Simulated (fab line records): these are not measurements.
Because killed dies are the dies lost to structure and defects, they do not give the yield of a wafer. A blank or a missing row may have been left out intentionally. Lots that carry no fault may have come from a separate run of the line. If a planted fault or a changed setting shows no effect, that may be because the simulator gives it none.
Code-filled problem report in 8D (eight disciplines) form :: flow sky130 :: the parts of the form that need people (team, actions taken, sign-off) are left out

1. THE PROBLEM
tilt-deg at SKY_LDD_N_IMPLANT_13 reads a mean of -0.014 degrees on 6 wafers of 2 lots; wafers without a fault read 29.997 degrees with a standard deviation of 0.02. So: -99 or more standard deviations from the usual mean.
Seen first at day 21 03:53 on implanter-03, wafer L641.1. At this step, 18 wafers from 6 lots have a number in the record. Rule for "out" (also "out of limits"): further than 4 standard deviations from the usual mean. All remaining wafers that have a number are taken as sound.

2. WHAT IT IS, WHAT IT ISN'T
question: which readings at this step
is: tilt-deg
is not: -

question: which lots
is: L641, L643
is not: L639, L640, L644, L649

question: which wafers of those lots
is: all that have a number
is not: -

question: read on which tools
is: implanter-03
is not: implanter-02

question: when
is: from day 21 03:53
is not: up to then (6 sound wafers); but 6 sound wafers of L644, L649 came after

3. THE SUSPECTS, EACH WITH WHAT RULES IT OUT
Counting: a tool at a process step up to the reading stays a suspect if it ran every lot that is out and no sound lot after the first of them.
- implanter-03 at SKY_LDD_N_IMPLANT_13: kept. Every lot that is out went through it, starting with L641 (day 21 03:53), and after that it ran no sound lot; the last sound lot it ran before then is L640 (day 21 00:29). Out on those wafers are its own readings of tilt-deg.
After counting, what remains is implanter-03 at SKY_LDD_N_IMPLANT_13.

4. THE CAUSE (what the simulator had put in)
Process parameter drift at SKY_LDD_N_IMPLANT_13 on implanter-03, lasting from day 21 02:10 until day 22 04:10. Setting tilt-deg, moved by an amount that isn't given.
After counting, this tool was the only one left.

5. THE EFFECT CHAIN, in route order
One row per reading whose mean, taken over the struck wafers that have a number, lies over 3 standard deviations from the usual. Readings are gone through only where the record gives a usual standard deviation; hours: the median, over the lots, of the time from a lot's start at the first step in this table giving one to that lot's start at this step; sigmas: the change measured in usual standard deviations.
hours: 0
step: SKY_LDD_N_IMPLANT_13
reading: tilt-deg
usual: 29.997 degrees
on struck wafers: -0.014
change: -30.011
sigmas: -99 or more
Its process steps:
- SKY_LDD_N_IMPLANT_13

6. WHAT WOULD HAVE CAUGHT IT SOONER
In this record the first reading out of limits was taken at day 21 03:53, 2 hours after the fault began at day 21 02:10.
